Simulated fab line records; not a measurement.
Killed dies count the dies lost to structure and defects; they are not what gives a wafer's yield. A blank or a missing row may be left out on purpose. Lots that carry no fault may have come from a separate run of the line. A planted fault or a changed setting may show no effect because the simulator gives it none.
Lot-split experiment :: flow sfq line :: on a route of 325 steps: 5 lots, 11 wafers read

== THE SPLIT ==
At SFQ_TRILAYER_M7_LITHO_COAT_182 (resist thk 62 nm), the setting resist thk nm was moved away from the recipe's 62 nm on 4 of the 11 wafers read, by -5.2% to -2.5%. This setting was run at the recipe's value on the other wafers.

== FROM THE SPLIT TO THE READING: what the file shows between them, 3 steps ==
- SFQ_TRILAYER_M7_LITHO_EXPOSE_178: exposes mask M7, target cd 500 nm (also split here: dose mj)
- SFQ_TRILAYER_M7_LITHO_PEB_180: peb time 60 s
- SFQ_TRILAYER_M7_LITHO_DEVELOP_179: time 60 s

== THE READING ==
etch.depth nm (the simulator's own value, which no gauge read), in nm, at SFQ_TRILAYER_M7_BARC_OPEN_METAL_ETCH_229 (etches BARC in O2, target depth 125 nm, time 41.7 s). The file gives no usual value for it. Across the 7 wafers here that went through the recipe, the average is 62.06 nm and the standard deviation 0.094 nm.

wafer: L074.1
tool, chamber at the split: litho track-02, 0
resist thk nm as run, nm: 62
against the recipe: recipe
etch.depth nm, nm: 62.07
against lot-mates on the recipe: -

wafer: L074.4
tool, chamber at the split: litho track-02, 0
resist thk nm as run, nm: 62
against the recipe: recipe
etch.depth nm, nm: 62.21
against lot-mates on the recipe: -

wafer: L074.5
tool, chamber at the split: litho track-02, 0
resist thk nm as run, nm: 60.42
against the recipe: -2.5%
etch.depth nm, nm: 60.22
against lot-mates on the recipe: -1.92

wafer: L079.2
tool, chamber at the split: litho track-01, 0
resist thk nm as run, nm: 62
against the recipe: recipe
etch.depth nm, nm: 61.89
against lot-mates on the recipe: -

wafer: L079.3
tool, chamber at the split: litho track-01, 0
resist thk nm as run, nm: 59.39
against the recipe: -4.2%
etch.depth nm, nm: 59.35
against lot-mates on the recipe: -2.54

wafer: L079.6
tool, chamber at the split: litho track-01, 0
resist thk nm as run, nm: 59.39
against the recipe: -4.2%
etch.depth nm, nm: 59.3
against lot-mates on the recipe: -2.59

wafer: L081.2
tool, chamber at the split: litho track-01, 0
resist thk nm as run, nm: 62
against the recipe: recipe
etch.depth nm, nm: 62.05
against lot-mates on the recipe: -

wafer: L081.4
tool, chamber at the split: litho track-01, 0
resist thk nm as run, nm: 62
against the recipe: recipe
etch.depth nm, nm: 62.05
against lot-mates on the recipe: -

wafer: L081.3
tool, chamber at the split: litho track-01, 0
resist thk nm as run, nm: 62
against the recipe: recipe
etch.depth nm, nm: 62.02
against lot-mates on the recipe: -

wafer: L082.2
tool, chamber at the split: litho track-03, 0
resist thk nm as run, nm: 62
against the recipe: recipe
etch.depth nm, nm: 62.15
against lot-mates on the recipe: -

wafer: L083.4
tool, chamber at the split: litho track-03, 0
resist thk nm as run, nm: 58.8
against the recipe: -5.2%
etch.depth nm, nm: 58.97
against lot-mates on the recipe: no lot-mate on the recipe

THE FIT
A straight line over all 11 wafers: etch.depth nm changes by +0.633 nm for each +1% of resist thk nm; r = +1.00; the points scatter about the line by 0.13 nm.
The same after taking each lot's own level away (the mean of its wafers on the recipe; 10 wafers): +0.627 nm for each +1%; r = +0.99; scatter 0.12 nm.
On that fit, the largest move of resist thk nm shifts the reading by 3.2 nm.
The span of the lots' own levels, 61.890 to 62.150 nm, comes to 2.8 times the standard deviation stated above.
So the lot-to-lot level changes the slope little: the two slopes agree.
Check: with one of the wafers moved furthest among these (-4.2%) left out of the fit, the line predicts -2.74 nm for it against its lot-mates. Against them it came out at -2.54 nm.

== ADDITIONAL SPLITS CARRIED BY THESE WAFERS ==
Note: prior to the reading, these wafers also went through further splits. Each is held against what the fit with the lots' levels taken away leaves over:
other split on the same wafers: SFQ_TRILAYER_C5_LITHO_PEB_154 peb temp c
wafers away from the commonest value: 2
r with etch.depth nm (lot level and that fit taken away): -0.16

other split on the same wafers: SFQ_TRILAYER_M6_LITHO_COAT_159 resist thk nm
wafers away from the commonest value: 3
r with etch.depth nm (lot level and that fit taken away): +0.43

other split on the same wafers: SFQ_TRILAYER_M6_LITHO_PEB_162 peb time s
wafers away from the commonest value: 5
r with etch.depth nm (lot level and that fit taken away): -0.71

other split on the same wafers: SFQ_TRILAYER_I6_VIA_LITHO_PEB_172 peb temp c
wafers away from the commonest value: 4
r with etch.depth nm (lot level and that fit taken away): +0.47

other split on the same wafers: SFQ_TRILAYER_M7_LITHO_EXPOSE_178 dose mj
wafers away from the commonest value: 4
r with etch.depth nm (lot level and that fit taken away): -0.22

== THE WHOLE CHAIN: every reading that the file lists as answering this split, in the file's order ==
step: SFQ_TRILAYER_M7_LITHO_COAT_182
what it does: resist thk 62 nm
reading: BARC_of_TRILAYER_M7_LITHO_COAT_182.thk nm (the simulator's own value, which no gauge read)
change (the file's fit): +0.609 nm for each +1% of the setting
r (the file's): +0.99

step: SFQ_TRILAYER_M7_BARC_OPEN_METAL_ETCH_229
what it does: etches BARC in O2, target depth 125 nm, time 41.7 s
reading: etch.depth nm (the simulator's own value, which no gauge read)
change (the file's fit): +0.649 nm for each +1% of the setting
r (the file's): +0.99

== THE FILE'S OWN FIT ==
etch.depth nm changes by +0.649 nm for each +1% of resist thk nm, r = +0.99.
